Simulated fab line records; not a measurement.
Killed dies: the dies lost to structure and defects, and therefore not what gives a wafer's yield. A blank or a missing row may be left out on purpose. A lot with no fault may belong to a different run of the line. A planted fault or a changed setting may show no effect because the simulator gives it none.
What tool caused it? -- flow gf180mcu -- 14 lots, 42 wafers sampled, at 2 steps of a route of 602

WHAT THE GAUGES READ, wafer by wafer
GF_M1_OVL_MEAS_15. Usual: for M1_OVL the level is 4 nm and the standard deviation is 5.5.
lot,measured,on,M1_OVL (nm),flag
L963,day 17 20:42,overlay-01,0 -4 1,
L965,day 18 16:37,overlay-02,8 5 2,
L967,day 19 05:01,overlay-01,9 9 8,
L968,day 20 00:19,overlay-02,5 2 7,
L970,day 20 07:56,overlay-01,0 -1 1,
L971,day 21 01:22,overlay-01,10 10 9,
L976,day 22 15:58,overlay-02,8 4 5,
L981,day 24 04:58,overlay-02,1 6 7,
L982,day 24 09:44,overlay-01,13 5 11,
L983,day 25 02:11,overlay-02,2 3 5,
L984,day 25 06:11,overlay-02,9 4 9,

WHICH TOOL RAN EACH LOT (tool, then ch and the chambers of the sampled wafers, then the start)
lot,GF_STI_CMP_25
L963,"cmp-01 ch 0,1, day 2 13:50"
L965,"cmp-01 ch 0,2, day 3 00:31"
L967,"cmp-01 ch 0,1,3, day 3 10:11"
L968,"cmp-01 ch 1,2, day 3 15:59"
L970,"cmp-02 ch 1,2,3, day 4 01:41"
L971,"cmp-01 ch 1,2,3, day 4 07:26"
L976,"cmp-02 ch 2,3, day 5 08:17"
L977,"cmp-02 ch 1,2,3, day 5 13:50"
L978,"cmp-02 ch 1,2,3, day 5 20:39"
L979,"cmp-01 ch 0,1, day 6 00:20"
L981,"cmp-01 ch 0,1, day 6 10:52"
L982,"cmp-01 ch 1,2,3, day 6 16:00"
L983,"cmp-01 ch 0,2,3, day 6 20:23"
L984,"cmp-01 ch 0,2,3, day 7 03:14"
- GF_STI_CMP_25: polishes, stops on Si3N4, t overpolish 33 s, target thk 524.6 nm.

AS READ BY THE TOOLS THEMSELVES (means over the sampled wafers that have a number; for cases with no such wafer, the mark the record gives instead)
GF_STI_CMP_25. Usual: edge_zone_pressure_frac 1.000, standard deviation 0.0044; head_pressure_psi 3.999 psi, standard deviation 0.0094; motor_current_A 12.1 A, standard deviation 1.6; overpolish_run_s 33.000 s, standard deviation 0.0094; time_to_endpoint_s 124 s, standard deviation 6.3.
lot,tool,edge_zone_pressure_frac,head_pressure_psi (psi),motor_current_A (A),overpolish_run_s (s),time_to_endpoint_s (s),flag
L963,cmp-01,1.001,4.004,11.7,32.996,122,
L965,cmp-01,1.000,4.001,11.2,32.996,131,
L967,cmp-01,1.003,3.998,11.0,33.001,122,
L968,cmp-01,1.002,3.994,11.0,33.011,123,
L970,cmp-02,0.998,4.003,13.7,33.003,122,
L971,cmp-01,1.000,4.005,11.0,32.989,124,
L976,cmp-02,0.997,3.995,12.5,32.991,122,
L977,cmp-02,-,-,-,-,-,OFF
L978,cmp-02,-,-,-,-,-,OFF
L979,cmp-01,-,-,-,-,-,OFF
L981,cmp-01,0.998,4.009,11.7,33.001,123,
L982,cmp-01,1.002,3.991,10.7,32.996,134,
L983,cmp-01,1.002,3.998,11.2,33.001,132,
L984,cmp-01,1.001,4.002,11.1,32.996,131,

THE ANSWER, worked out from the rows above alone
Rule: lot off if the mean of its wafers having a number is beyond 3 standard deviations from the usual mean. Also off: a lot with no number at a reading for which 4 or more lots have one. Where the step has rows for the other lots, those lots are counted as sound. Order of review: gauges by route order, followed by the tools' own readings, for which a lot's mean as printed above is used. The first step at which some lot is off is used, and at that step the reading that is off furthest; a lot without a number counts as furthest.
Off: L977, L978, L979 (GF_STI_CMP_25, edge_zone_pressure_frac). Without a number there: L977, L978, L979.
A tool fits if, at that step or a process step before it, it ran every lot that is off, and no sound lot after the first of them. None of those tried fits.

WHAT THE SIMULATOR HAD PUT IN
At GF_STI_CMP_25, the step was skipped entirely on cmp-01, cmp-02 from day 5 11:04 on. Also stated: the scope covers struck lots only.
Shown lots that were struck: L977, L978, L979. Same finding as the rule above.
